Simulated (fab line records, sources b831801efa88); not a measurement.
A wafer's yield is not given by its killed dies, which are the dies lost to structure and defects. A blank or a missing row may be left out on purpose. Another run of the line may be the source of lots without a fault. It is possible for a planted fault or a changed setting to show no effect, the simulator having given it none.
Split-lot experiment || flow sfq-line || 23 wafers read across 5 lots, on a route 325 steps long

## ABOUT THE SPLIT
At SFQ_TRILAYER_M0_LITHO_EXPOSE_022 (exposes mask M0, target cd 500 nm), the setting dose-mj was moved away from the recipe's 14.4 on 11 of the 23 wafers read, by -5.6% to +4.8%. This setting was run at the recipe's value on the other wafers.

## FROM THE SPLIT TO THE READING: what the file shows between them, 3 steps
- SFQ_TRILAYER_M0_LITHO_PEB_024: peb time 60 s
- SFQ_TRILAYER_M0_LITHO_DEVELOP_023: time 60 s
- SFQ_TRILAYER_M0_BARC_OPEN_METAL_ETCH_031: etches BARC in O2, target depth 125 nm, time 41.7 s

## THE READING
M0.cd-nm (the simulator's own value, which no gauge read), in nm, at SFQ_TRILAYER_M0_ETCH_METAL_ETCH_024 (etches Nb in Cl2/Ar, stops on SiO2, target depth 240 nm, time 120 s). There is no usual value for it anywhere in the file. Average 500.8 nm, standard deviation 1.7 nm, over the 12 wafers here run with the recipe.

{"wafer": "L074.2", "tool, chamber at the split": "krf-scanner-02, 0", "dose-mj as run": 15.09, "against the recipe": "+4.8%", "M0.cd-nm, nm": 492.4, "against lot-mates on the recipe": -8.3}
{"wafer": "L074.3", "tool, chamber at the split": "krf-scanner-02, 0", "dose-mj as run": 15.09, "against the recipe": "+4.8%", "M0.cd-nm, nm": 494.4, "against lot-mates on the recipe": -6.3}
{"wafer": "L074.4", "tool, chamber at the split": "krf-scanner-02, 0", "dose-mj as run": 14.4, "against the recipe": "recipe", "M0.cd-nm, nm": 501.1, "against lot-mates on the recipe": "-"}
{"wafer": "L074.5", "tool, chamber at the split": "krf-scanner-02, 0", "dose-mj as run": 15.09, "against the recipe": "+4.8%", "M0.cd-nm, nm": 492, "against lot-mates on the recipe": -8.7}
{"wafer": "L074.6", "tool, chamber at the split": "krf-scanner-02, 0", "dose-mj as run": 14.4, "against the recipe": "recipe", "M0.cd-nm, nm": 500.3, "against lot-mates on the recipe": "-"}
{"wafer": "L076.1", "tool, chamber at the split": "krf-scanner-02, 0", "dose-mj as run": 14.69, "against the recipe": "+2.0%", "M0.cd-nm, nm": 499.2, "against lot-mates on the recipe": -0.9}
{"wafer": "L076.2", "tool, chamber at the split": "krf-scanner-02, 0", "dose-mj as run": 14.4, "against the recipe": "recipe", "M0.cd-nm, nm": 499.4, "against lot-mates on the recipe": "-"}
{"wafer": "L076.3", "tool, chamber at the split": "krf-scanner-02, 0", "dose-mj as run": 14.69, "against the recipe": "+2.0%", "M0.cd-nm, nm": 496.6, "against lot-mates on the recipe": -3.5}
{"wafer": "L076.4", "tool, chamber at the split": "krf-scanner-02, 0", "dose-mj as run": 14.69, "against the recipe": "+2.0%", "M0.cd-nm, nm": 497.8, "against lot-mates on the recipe": -2.3}
{"wafer": "L076.6", "tool, chamber at the split": "krf-scanner-02, 0", "dose-mj as run": 14.4, "against the recipe": "recipe", "M0.cd-nm, nm": 500.9, "against lot-mates on the recipe": "-"}
{"wafer": "L077.2", "tool, chamber at the split": "krf-scanner-02, 0", "dose-mj as run": 14.4, "against the recipe": "recipe", "M0.cd-nm, nm": 500.6, "against lot-mates on the recipe": "-"}
{"wafer": "L077.3", "tool, chamber at the split": "krf-scanner-02, 0", "dose-mj as run": 14.4, "against the recipe": "recipe", "M0.cd-nm, nm": 499.1, "against lot-mates on the recipe": "-"}
{"wafer": "L077.4", "tool, chamber at the split": "krf-scanner-02, 0", "dose-mj as run": 14.4, "against the recipe": "recipe", "M0.cd-nm, nm": 499.3, "against lot-mates on the recipe": "-"}
{"wafer": "L077.5", "tool, chamber at the split": "krf-scanner-02, 0", "dose-mj as run": 13.6, "against the recipe": "-5.6%", "M0.cd-nm, nm": 509.9, "against lot-mates on the recipe": "+10.2"}
{"wafer": "L077.6", "tool, chamber at the split": "krf-scanner-02, 0", "dose-mj as run": 13.6, "against the recipe": "-5.6%", "M0.cd-nm, nm": 510, "against lot-mates on the recipe": "+10.3"}
{"wafer": "L079.1", "tool, chamber at the split": "krf-scanner-02, 0", "dose-mj as run": 14.82, "against the recipe": "+2.9%", "M0.cd-nm, nm": 495.7, "against lot-mates on the recipe": -3.8}
{"wafer": "L079.3", "tool, chamber at the split": "krf-scanner-02, 0", "dose-mj as run": 14.4, "against the recipe": "recipe", "M0.cd-nm, nm": 498.7, "against lot-mates on the recipe": "-"}
{"wafer": "L079.4", "tool, chamber at the split": "krf-scanner-02, 0", "dose-mj as run": 14.82, "against the recipe": "+2.9%", "M0.cd-nm, nm": 496.1, "against lot-mates on the recipe": -3.4}
{"wafer": "L079.5", "tool, chamber at the split": "krf-scanner-02, 0", "dose-mj as run": 14.4, "against the recipe": "recipe", "M0.cd-nm, nm": 500.3, "against lot-mates on the recipe": "-"}
{"wafer": "L079.6", "tool, chamber at the split": "krf-scanner-02, 0", "dose-mj as run": 14.82, "against the recipe": "+2.9%", "M0.cd-nm, nm": 495, "against lot-mates on the recipe": -4.5}
{"wafer": "L083.1", "tool, chamber at the split": "krf-scanner-02, 0", "dose-mj as run": 14.4, "against the recipe": "recipe", "M0.cd-nm, nm": 502.9, "against lot-mates on the recipe": "-"}
{"wafer": "L083.2", "tool, chamber at the split": "krf-scanner-02, 0", "dose-mj as run": 14.4, "against the recipe": "recipe", "M0.cd-nm, nm": 503.9, "against lot-mates on the recipe": "-"}
{"wafer": "L083.6", "tool, chamber at the split": "krf-scanner-02, 0", "dose-mj as run": 14.4, "against the recipe": "recipe", "M0.cd-nm, nm": 503.7, "against lot-mates on the recipe": "-"}

THE FIT
A straight line over all 23 wafers: M0.cd-nm changes by -1.66 nm for each +1% of dose-mj; r = -0.95; the points scatter about the line by 1.4 nm.
The same after taking each lot's own level away (the mean of its wafers on the recipe; 23 wafers): -1.67 nm for each +1%; r = -0.98; scatter 0.9 nm.
Per that fit: largest dose-mj move, reading shift of 9.3 nm.
The span of the lots' own levels, 499.50 to 503.50 nm, comes to 2.4 times the standard deviation stated above.
Consequently the slope shifts little with the lot-to-lot level, the two slopes agreeing.
Check: with one of the wafers moved furthest among these (-5.6%) left out of the fit, the line predicts +9.4 nm for it against its lot-mates. It came out at +10.2 nm against them.

## OTHER SPLITS APPLIED TO THESE WAFERS
These wafers also went through other splits before the reading. Each is held against what the fit with the lots' levels taken away leaves over:
{"other split on the same wafers": "SFQ_TRILAYER_L0_LITHO_PEB_008 peb-temp-c", "wafers away from the commonest value": 10, "r with M0.cd-nm (lot level and that fit taken away)": "+0.33"}
{"other split on the same wafers": "SFQ_TRILAYER_L0_BARC_OPEN_METAL_ETCH_010 time-s", "wafers away from the commonest value": 7, "r with M0.cd-nm (lot level and that fit taken away)": -0.11}
{"other split on the same wafers": "SFQ_TRILAYER_L0_VIA_LITHO_PEB_016 peb-time-s", "wafers away from the commonest value": 10, "r with M0.cd-nm (lot level and that fit taken away)": -0.07}
{"other split on the same wafers": "SFQ_TRILAYER_M0_DEP_SPUTTER_019 time-s", "wafers away from the commonest value": 11, "r with M0.cd-nm (lot level and that fit taken away)": "+0.24"}

## THE WHOLE CHAIN: every reading that the file lists as answering this split, in the file's order
{"step": "SFQ_TRILAYER_M0_BARC_OPEN_METAL_ETCH_031", "what it does": "etches BARC in O2, target depth 125 nm, time 41.7 s", "reading": "M0.cd-nm (the simulator's own value, which no gauge read)", "change (the file's fit)": "-1.65 nm for each +1% of the setting", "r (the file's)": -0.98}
{"step": "SFQ_TRILAYER_M0_ETCH_METAL_ETCH_024", "what it does": "etches Nb in Cl2/Ar, stops on SiO2, target depth 240 nm, time 120 s", "reading": "M0.cd-nm (the simulator's own value, which no gauge read)", "change (the file's fit)": "-1.66 nm for each +1% of the setting", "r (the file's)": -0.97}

## THE FILE'S OWN FIT
M0.cd-nm changes by -1.66 nm for each +1% of dose-mj, r = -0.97.
